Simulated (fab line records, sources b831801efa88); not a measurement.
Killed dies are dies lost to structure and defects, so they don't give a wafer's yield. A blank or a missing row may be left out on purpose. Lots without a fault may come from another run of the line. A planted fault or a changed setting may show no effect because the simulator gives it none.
fab line records | flow sky130
record lots=7 wafers=18 last_day=50
route steps=708 shown NWELL@65 PAD_OPEN@708
lots that met no fault: from a run of the same line without faults
start_h: hours from the record's first day to the start of the lot's first wafer shown | wait_h: hours since the lot's step before | " the same as in the row above | L1.1+2: a row that stands for several wafers | - no value, or no start given | * or withheld: withheld | < > ~ a bound
route shown NAME@n: a module of which the file shows steps, and the number in the route of the first | usual: mean/standard deviation of fault-free wafers | same: alike in all rows | chamber/n: place in a boat | sites: the reading at each site | _std_site: their standard deviation | _edge_site: outer sites' mean less inner sites' | radius_mm: how far each site lies from the wafer's centre | mask NAME#n: copy n | behind: the tool/chamber that last shaped the wafer | hold: why the lot was held/for how many hours/how that ended | device: the transistor (n, p or np) that didn't switch | end of line: the same wafers' tests at the end of the route | a step without rows: its recipe alone | killed: dies lost to structure and defects at the first sort, not the wafer's yield | map: a wafer's dies, x killed, . not, _ none there
set.NAME: the setting as run; set.NAME@STEP: as run at that earlier step | model.NAME: the simulator's own value behind a step, which no gauge read
lots at some steps of the route; a table a step, a row a wafer
services: from which hour (start_h, from the record's first day; less than 0 if before it) a tool's chamber was out of use, for how many hours, and why
## steps
# step SKY_NWELL_IMPLANT_12
# recipe species=P energy_kev=120 dose_cm2=1.3e+12 tilt_deg=withheld
# step SKY_NWELL_IMPLANT_13
# recipe species=P energy_kev=50 dose_cm2=7e+11 tilt_deg=withheld
# step SKY_NWELL_STRIP_14
# recipe chemistry=O2/N2 power_w=1400 pressure_mtorr=1500 platen_temp_c=withheld o2_flow_sccm=3000 n2_flow_sccm=300 overash_fraction=0.5
# usual drypump_motor_current_A=5.7/0.55 oes_product_au=0.722/0.0044 strip_time_to_endpoint_s=36.90/0.12
# same overash_fraction=0.5
# columns lot.wafer tool chamber start_h wait_h drypump_motor_current_A oes_product_au rf_hours_counter_h strip_time_to_endpoint_s
L252.1 plasma_asher-02 1 131.31 0.1 5.8 0.728 1 36.98
L252.5 " 1 " " 5.8 0.729 - 37.12
L253.1 plasma_asher-04 1 135.33 0.1 5.5 0.720 32 37.08
L253.4 " 1 " " 5.5 0.730 - 36.96
L256.1 plasma_asher-01 1 153.73 0.1 6.4 0.723 47 36.76
L256.5 " 1 " " 6.4 0.718 - 36.81
L260.3 plasma_asher-02 0 189.10 0.1 5.1 0.724 - 37.07
L260.5 " 0 " " 5.1 0.720 - 37.02
L260.6 " 1 " " 5.8 0.725 - 37.02
L262.2 plasma_asher-02 0 198.37 0.1 5.1 0.725 7 36.76
L262.3 " 0 " " 5.1 0.717 - 36.74
L262.5 " 1 " " 5.8 0.725 - 36.82
L261.1 plasma_asher-04 0 198.61 0.1 6.4 0.719 38 36.88
L261.4 " 1 " " 5.5 0.727 - 36.87
L261.6 " 1 " " 5.5 0.719 - 36.95
L266.1 plasma_asher-02 1 220.43 0.1 5.8 0.726 9 37.08
L266.4 " 1 " " 5.8 0.711 - 37.22
L266.5 " 0 " " 5.1 0.725 - 37.24
# step SKY_NWELL_TW_MEAS_15
# usual NWELL_TW=1812/16
# columns lot.wafer tool chamber start_h wait_h NWELL_TW
L252.1 film_metro-01 - 131.41 0.1 1832
L252.5 " - " " 1841
L253.1 film_metro-04 - 135.43 0.1 1788
L253.4 " - " " 1785
L256.1 film_metro-04 - 153.83 0.1 1805
L256.5 " - " " 1793
L260.3 film_metro-03 - 189.19 0.1 1812
L260.5 " - " " 1813
L260.6 " - " " 1809
L262.2 film_metro-04 - 198.48 0.1 1804
L262.3 " - " " 1803
L262.5 " - " " 1806
L261.1 film_metro-04 - 198.71 0.1 1811
L261.4 " - " " 1797
L261.6 " - " " 1788
L266.1 film_metro-04 - 220.53 0.1 1794
L266.4 " - " " 1792
L266.5 " - " " 1785
# step SKY_NWELL_DEHYDRATE_16
# recipe temp_c=200 time_s=60
# step SKY_NWELL_HMDS_17
# recipe prime_time_s=60 prime_temp_c=120
# step SKY_NWELL_COAT_18
# recipe spin_rpm=2000 resist_thk_nm=3000
# step SKY_NWELL_SOFTBAKE_19
# recipe temp_c=110 time_s=withheld
# step SKY_NWELL_EXPOSE_20
# recipe mask_id=NWM_COMPLEMENT na=0.6 source_shape=conventional sigma_outer=0.6 polarization=unpolarized target_cd_nm=840 dose_mj=260
# step SKY_NWELL_PEB_21
# recipe temp_c=115 time_s=withheld
# step SKY_NWELL_DEVELOP_22
# recipe wall_angle_deg=90 developer=TMAH develop_time_s=60 dev_temp_c=23
# step SKY_NWELL_OVL_MEAS_23
# usual NWELL_01_OVL=-0.3/1.2
# columns lot.wafer tool chamber start_h wait_h NWELL_01_OVL[nm]
L252.1 overlay-02 - 149.43 - -3.0
L252.5 " - " " -1.3
L253.1 overlay-01 - 153.68 - -0.9
L253.4 " - " " -0.3
L256.1 overlay-01 - 173.55 - 0.8
L256.5 " - " " -1.2
L260.3 overlay-01 - 211.00 - -1.6
L260.5 " - " " -2.1
L260.6 " - " " -0.5
L262.2 overlay-02 - 220.39 - -0.3
L262.3 " - " " -1.3
L262.5 " - " " -1.5
L261.1 overlay-01 - 220.73 - 0.7
L261.4 " - " " -0.5
L261.6 " - " " -1.0
L266.1 overlay-02 - 243.85 - 2.2
L266.4 " - " " -0.8
L266.5 " - " " 1.7
# step SKY_NWELL_IMPLANT_24
# recipe species=B energy_kev=140 dose_cm2=9.2e+12 tilt_deg=withheld
# usual beam_energy_keV=140.01/0.042 beam_on_s=10.00/0.19 faraday_current_uA=51.9/0.96
# columns lot.wafer tool chamber start_h wait_h beam_energy_keV beam_on_s faraday_current_uA
L252.1 implanter-02 0 149.46 0.0 139.94 10.07 51.6
L252.5 " 0 " " 140.03 7.87 65.6
L253.1 implanter-02 0 153.72 0.0 140.02 10.01 51.9
L253.4 " 0 " " 140.02 8.03 64.5
L256.1 implanter-02 0 173.58 0.0 140.02 9.69 53.6
L256.5 " 0 " " 140.05 7.95 65.2
L260.3 implanter-03 0 211.07 0.1 140.01 9.98 51.9
L260.5 " 0 " " 140.05 10.11 51.3
L260.6 " 0 " " 140.09 10.21 50.8
L262.2 implanter-01 0 220.44 0.0 140.01 10.06 51.5
L262.3 " 0 " " 140.07 10.13 51.3
L262.5 " 0 " " 139.97 9.87 52.6
L261.1 implanter-03 0 220.77 0.0 140.01 10.06 51.8
L261.4 " 0 " " 140.00 9.88 52.5
L261.6 " 0 " " 140.03 9.77 53.1
L266.1 implanter-02 0 243.88 0.0 140.01 10.04 51.7
L266.4 " 0 " " 140.03 10.04 51.6
L266.5 " 0 " " 140.05 10.03 51.7
# step SKY_NWELL_STRIP_25
# recipe chemistry=O2/N2 power_w=1400 pressure_mtorr=1500 platen_temp_c=withheld o2_flow_sccm=3000 n2_flow_sccm=300 overash_fraction=0.5
# usual drypump_motor_current_A=5.7/0.59 oes_product_au=0.723/0.0041 strip_time_to_endpoint_s=36.93/0.11
# same overash_fraction=0.5
# columns lot.wafer tool chamber start_h wait_h drypump_motor_current_A oes_product_au rf_hours_counter_h strip_time_to_endpoint_s
L252.1 plasma_asher-04 0 149.61 0.1 6.4 0.721 34 36.95
L252.5 " 0 " " 6.4 0.724 - 37.01
L253.1 plasma_asher-02 0 153.87 0.1 5.1 0.718 3 36.81
L253.4 " 0 " " 5.1 0.720 - 36.89
L256.1 plasma_asher-04 0 173.73 0.1 6.4 0.722 36 37.06
L256.5 " 1 " " 5.5 0.720 - 36.99
L260.3 plasma_asher-04 0 211.20 0.1 6.4 0.715 - 36.82
L260.5 " 1 " " 5.5 0.720 - 36.83
L260.6 " 0 " " 6.4 0.720 - 36.99
L262.2 plasma_asher-01 1 220.57 0.1 6.4 0.726 54 36.92
L262.3 " 0 " " 4.9 0.727 - 36.92
L262.5 " 1 " " 6.3 0.719 - 36.87
L261.1 plasma_asher-02 0 220.92 0.1 5.1 0.726 10 36.90
L261.4 " 1 " " 5.8 0.719 - 36.99
L261.6 " 0 " " 5.1 0.721 - 36.91
L266.1 plasma_asher-01 0 244.03 0.1 4.9 0.720 56 36.99
L266.4 " 0 " " 4.9 0.729 - 36.86
L266.5 " 0 " " 4.9 0.726 - 36.96
# step SKY_NWELL_TW_MEAS_26
# usual NWELL_2_TW=495/4
# columns lot.wafer tool chamber start_h wait_h NWELL_2_TW
L252.1 film_metro-03 - 149.71 0.1 496
L252.5 " - " " 461
L253.1 film_metro-01 - 153.97 0.1 500
L253.4 " - " " 463
L256.1 film_metro-01 - 173.92 0.2 498
L256.5 " - " " 459
L260.3 film_metro-01 - 211.29 0.1 500
L260.5 " - " " 499
L260.6 " - " " 499
L262.2 film_metro-01 - 220.68 0.1 503
L262.3 " - " " 501
L262.5 " - " " 500
L261.1 film_metro-03 - 221.02 0.1 491
L261.4 " - " " 495
L261.6 " - " " 494
L266.1 film_metro-04 - 244.13 0.1 489
L266.4 " - " " 491
L266.5 " - " " 492
# step SKY_NWELL_CLEAN_27
# recipe chemistry=SC1/SC2 mix=1:4:20 temp_c=70 time_s=150 dry=n2_spin
# step SKY_PAD_OPEN_PROBE_99
# usual killed_at_M0_to_M3=43/7 killed_at_M4_up=3.4/1.9 killed_at_contacts=24/5.4 killed_at_front_end=15/4.4 killed_at_other=0.4/0.63 killed_dies=86/9.1 killed_open=46/6.6 killed_short=39/6.6
# same gross_dies=492 killed_at_back_side=0
# columns lot.wafer tool chamber start_h wait_h killed_at_M0_to_M3 killed_at_M4_up killed_at_contacts killed_at_front_end killed_at_other killed_dies killed_open killed_short model.etest.pfet_16v.r_on_ohm_um model.etest.res_iso_pwell.rs_ohm_sq model.etest.res_pwell_under_gate.rs_ohm_sq model.etest.res_iso_pwell.line_ohm_um model.etest.pfet_16v.drive_ua_um model.etest.tip_n_5v.rs_ohm_sq model.etest.res_iso_pwell.width_nm model.etest.res_nwell.width_nm
L253.1 prober-01 - 1129.08 0.1 37 3 16 25 1 82 44 36 1.486e+04 3064 2283 1155 249.5 1389 2643 832.4
L253.4 prober-01 - 1129.23 0.2 44 2 19 24 0 89 41 47 1.709e+04 3879 2675 1460 216.6 1359 2619 854.6
L252.1 prober-02 - 1129.42 0.1 47 5 16 15 1 84 38 46 1.486e+04 2947 2285 1103 252.1 1375 2655 834.7
L252.5 prober-02 - 1129.62 0.2 41 4 33 14 1 93 55 38 1.657e+04 3410 2665 1290 225.4 1352 2648 849.6
L256.1 prober-01 - 1143.02 0.1 37 5 23 18 0 83 45 38 1.537e+04 2896 2264 1091 240.4 1361 2650 826.9
L256.5 prober-01 - 1143.22 0.2 42 2 19 16 0 79 35 44 1.729e+04 3455 2650 1325 216.5 1359 2636 846.6
L260.3 prober-01 - 1171.49 0.2 37 5 24 7 2 75 48 25 1.54e+04 3284 2294 1242 243.1 1383 2641 850
L260.5 prober-01 - 1171.59 0.2 36 3 18 12 0 69 42 27 1.526e+04 3310 2282 1254 245.7 1386 2628 848.3
L260.6 prober-01 - 1171.64 0.2 51 8 30 11 0 100 48 52 1.552e+04 3429 2294 1283 242.8 1382 2637 848.6
L262.2 prober-02 - 1181.50 0.1 57 1 24 14 1 97 46 50 1.528e+04 3123 2292 1167 243.3 1400 2655 834.5
L262.3 prober-02 - 1181.55 0.2 52 5 25 11 0 93 50 43 1.52e+04 3077 2308 1165 245.5 1411 2649 838
L262.5 prober-02 - 1181.65 0.2 51 3 29 15 1 99 45 53 1.532e+04 3195 2282 1209 243 1394 2642 837.5
L261.1 prober-01 - 1182.95 0.1 37 4 21 23 1 86 51 35 1.516e+04 2874 2274 1076 241.9 1355 2641 838.3
L261.4 prober-01 - 1183.10 0.2 42 4 26 23 0 95 52 43 1.496e+04 2796 2293 1049 243.9 1362 2646 837.5
L261.6 prober-01 - 1183.20 0.2 28 5 21 19 0 73 41 32 1.498e+04 2781 2280 1042 244.2 1351 2662 837.3
L266.1 prober-01 - 1194.87 0.1 42 6 29 16 1 94 42 52 1.48e+04 2939 2288 1093 251.9 1369 2671 826.7
L266.4 prober-01 - 1195.02 0.2 37 5 16 19 0 77 38 39 1.503e+04 3012 2271 1147 248.7 1381 2662 830.3
L266.5 prober-01 - 1195.07 0.2 33 2 34 18 0 87 47 40 1.497e+04 3029 2275 1126 248.5 1366 2658 824.6
# killed by level:class
L253.1 VIA3:geometric_particle:open=10 FIELD_ISO:geometric_particle:short=9 VIA1:geometric_particle:open=7 CONTACT:geometric_particle:open=7 FIELD_ISO:geometric_particle:open=5 POLY_GATE:geometric_particle:short=5 VIA2:geometric_particle:open=5 VIA3:geometric_particle:short=5
L253.4 VIA1:geometric_particle:open=7 VIA2:geometric_particle:open=7 CONTACT:geometric_particle:short=6 VIA3:geometric_particle:short=6 LI_CONTACT:geometric_particle:short=5 METAL1:geometric_particle:short=5 VIA3:geometric_particle:open=5 FIELD_ISO:geometric_particle:short=4
L252.1 VIA3:geometric_particle:open=11 VIA1:geometric_particle:open=7 METAL2:geometric_particle:short=7 METAL1:geometric_particle:short=6 CONTACT:geometric_particle:open=5 FIELD_ISO:geometric_particle:short=4 LOCAL_INTERCONNECT:geometric_particle:short=4 VIA2:geometric_particle:short=4
L252.5 VIA1:geometric_particle:open=11 CONTACT:geometric_particle:open=9 LI_CONTACT:geometric_particle:open=8 VIA2:geometric_particle:open=8 LOCAL_INTERCONNECT:geometric_particle:short=5 CONTACT:geometric_particle:short=5 METAL2:geometric_particle:short=5 METAL1:geometric_particle:short=5
L256.1 VIA1:geometric_particle:open=13 CONTACT:geometric_particle:open=8 POLY_GATE:geometric_particle:short=5 LOCAL_INTERCONNECT:geometric_particle:short=5 CONTACT:geometric_particle:short=5 METAL1:geometric_particle:short=5 FIELD_ISO:geometric_particle:open=4 VIA3:geometric_particle:open=4
L256.5 VIA3:geometric_particle:open=10 METAL2:geometric_particle:short=8 CONTACT:geometric_particle:open=7 METAL1:geometric_particle:short=7 POLY_GATE:geometric_particle:short=5 CONTACT:geometric_particle:short=5 VIA1:geometric_particle:open=5 FIELD_ISO:geometric_particle:short=4
L260.3 VIA1:geometric_particle:open=8 VIA2:geometric_particle:open=8 LI_CONTACT:geometric_particle:open=7 CONTACT:geometric_particle:short=7 CONTACT:geometric_particle:open=7 VIA3:geometric_particle:open=7 POLY_GATE:geometric_particle:open=3 METAL4:geometric_particle:short=3
L260.5 CONTACT:geometric_particle:open=10 VIA1:geometric_particle:open=8 POLY_GATE:geometric_particle:open=6 VIA2:geometric_particle:open=5 METAL1:geometric_particle:short=5 METAL2:geometric_particle:short=4 VIA3:geometric_particle:open=4 LOCAL_INTERCONNECT:geometric_particle:short=3
L260.6 CONTACT:geometric_particle:open=13 VIA1:geometric_particle:open=11 METAL2:geometric_particle:short=8 METAL1:geometric_particle:short=8 METAL4:geometric_particle:short=7 LI_CONTACT:geometric_particle:open=6 VIA1:geometric_particle:short=6 VIA3:geometric_particle:open=6
L262.2 VIA1:geometric_particle:open=11 VIA1:geometric_particle:short=9 VIA3:geometric_particle:open=8 CONTACT:geometric_particle:open=8 METAL1:geometric_particle:short=8 CONTACT:geometric_particle:short=7 VIA2:geometric_particle:open=6 POLY_GATE:geometric_particle:short=5
L262.3 VIA3:geometric_particle:open=10 VIA1:geometric_particle:open=9 VIA2:geometric_particle:open=9 LI_CONTACT:geometric_particle:open=8 CONTACT:geometric_particle:short=7 METAL2:geometric_particle:short=7 CONTACT:geometric_particle:open=6 METAL1:geometric_particle:short=4
L262.5 METAL2:geometric_particle:short=13 LI_CONTACT:geometric_particle:open=8 CONTACT:geometric_particle:short=7 VIA1:geometric_particle:open=7 VIA2:geometric_particle:open=6 LI_CONTACT:geometric_particle:short=5 CONTACT:geometric_particle:open=5 VIA3:geometric_particle:open=5
L261.1 VIA2:geometric_particle:open=10 CONTACT:geometric_particle:open=9 VIA3:geometric_particle:open=7 FIELD_ISO:geometric_particle:open=6 LI_CONTACT:geometric_particle:open=6 VIA1:geometric_particle:open=5 FIELD_ISO:geometric_particle:short=4 POLY_GATE:geometric_particle:open=4
L261.4 CONTACT:geometric_particle:open=10 LI_CONTACT:geometric_particle:open=8 METAL1:geometric_particle:short=8 VIA1:geometric_particle:open=7 VIA3:geometric_particle:open=7 POLY_GATE:geometric_particle:open=6 POLY_GATE:geometric_particle:short=6 METAL2:geometric_particle:short=5
L261.6 CONTACT:geometric_particle:open=9 POLY_GATE:geometric_particle:open=8 VIA2:geometric_particle:open=7 POLY_GATE:geometric_particle:short=4 CONTACT:geometric_particle:short=4 VIA1:geometric_particle:open=4 FIELD_ISO:geometric_particle:open=3 METAL4:geometric_particle:short=3
L266.1 VIA1:geometric_particle:open=15 CONTACT:geometric_particle:short=8 METAL2:geometric_particle:short=7 VIA1:geometric_particle:short=7 POLY_GATE:geometric_particle:short=6 LOCAL_INTERCONNECT:geometric_particle:short=6 METAL4:geometric_particle:short=6 LI_CONTACT:geometric_particle:open=5
L266.4 CONTACT:geometric_particle:open=8 VIA1:geometric_particle:open=7 FIELD_ISO:geometric_particle:short=6 VIA3:geometric_particle:open=6 VIA1:geometric_particle:short=6 LI_CONTACT:geometric_particle:open=5 METAL4:geometric_particle:short=5 METAL1:geometric_particle:short=4
L266.5 CONTACT:geometric_particle:open=14 LI_CONTACT:geometric_particle:open=7 POLY_GATE:geometric_particle:open=6 METAL2:geometric_particle:short=6 VIA2:geometric_particle:open=6 LI_CONTACT:geometric_particle:short=5 METAL1:geometric_particle:short=5 LOCAL_INTERCONNECT:geometric_particle:short=5
## services
# columns tool chamber start_h hours kind
plasma_asher-02 - 108.75 9.0 pm
plasma_asher-02 0 108.75 9.0 vent_cycle
plasma_asher-02 1 108.75 9.0 vent_cycle
plasma_asher-02 0 117.75 - clean
plasma_asher-02 1 117.75 - clean
plasma_asher-02 - 147.14 2.0 repair
implanter-03 - 147.65 37.8 pm
implanter-01 - 236.72 6.0 pm
## key
first_sign step=SKY_NWELL_IMPLANT_24 reading=faraday_current_uA direction=up sigmas=14 usual=51.9 struck=65.1
effect step=SKY_NWELL_IMPLANT_24 reading=beam_on_s direction=down sigmas=11 usual=10.00 struck=7.95
effect step=SKY_NWELL_TW_MEAS_26 reading=NWELL_2_TW direction=down sigmas=8.5 usual=495 struck=461
model_effect step=SKY_PAD_OPEN_PROBE_99 value=etest.pfet_16v.r_on_ohm_um without=1.508e+04 struck=1.698e+04
met_at SKY_NWELL_IMPLANT_24
struck_wafers L252.5,L253.4,L256.5
tester_left_out L252,L253,L256
fault kind=process_parameter_drift tool=implanter-02 chamber=- onset_h=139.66 steps=SKY_NWELL_IMPLANT_24 channel=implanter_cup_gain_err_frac offset=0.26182 shape=step end_h=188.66 scope=struck_wafers_only
# tester_left_out: of these lots the tester's yield and bins aren't shown, on N5 and GAA mostly nor the transistor test; their killed dies are dies lost to structure and defects alone, not to doping, threshold or leakage, so they don't give the yield
